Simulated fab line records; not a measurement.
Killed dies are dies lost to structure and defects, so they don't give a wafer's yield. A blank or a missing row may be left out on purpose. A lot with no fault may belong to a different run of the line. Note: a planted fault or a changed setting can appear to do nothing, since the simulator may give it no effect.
Chamber matching	flow gf180mcu	GF_V5_CVD_02 on pecvd-03: 3 sister chambers
The step deposits SiO2 from TEOS, target thk 1450 nm, time 163.28 s. 6 wafers are shown with their chamber, then 7 later ones without.

== WAFERS, EACH WITH ITS CHAMBER ==
wafer	chamber	heater power w (W)
L103.6	2	723
L106.5	2	639
L107.1	0	756
L107.6	0	613
L109.1	1	805
L109.5	1	663

== WAFERS WHOSE CHAMBER IS MISSING ==
wafer	heater power w (W)
L109.6	620
L110.3	740
L110.4	658
L110.5	615
L118.3	747
L118.4	607
L118.5	663

== WHICH CHAMBER EACH WENT THROUGH ==
wafer	from the rows above	in truth
L109.6	can't be placed: 2 or 0 or 1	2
L110.3	can't be placed: 1 or 0 or 2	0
L110.4	can't be placed: 2 or 0 or 1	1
L110.5	can't be placed: 2 or 0 or 1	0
L118.3	can't be placed: 1 or 0 or 2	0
L118.4	can't be placed: 2 or 0 or 1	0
L118.5	can't be placed: 2 or 0 or 1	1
Placed correctly: 0 of 7. Cannot be placed on the basis of these rows: 7; the candidates contain the true chamber in 7. Wrongly placed: 0.
How it was worked out, from the rows above alone: a wafer's distance from a chamber is the root of the sum, over the readings, of the square of ((its reading less the chamber's mean) divided by the reading's scatter). The wafer belongs to the nearest chamber; if the next one is less than 2 further off, it can't be placed. A chamber's mean is the mean of its shown wafers. The scatter: take each reading less its chamber's mean, square it, sum over the shown wafers, divide by the number of wafers less the number of chambers, and take the root.
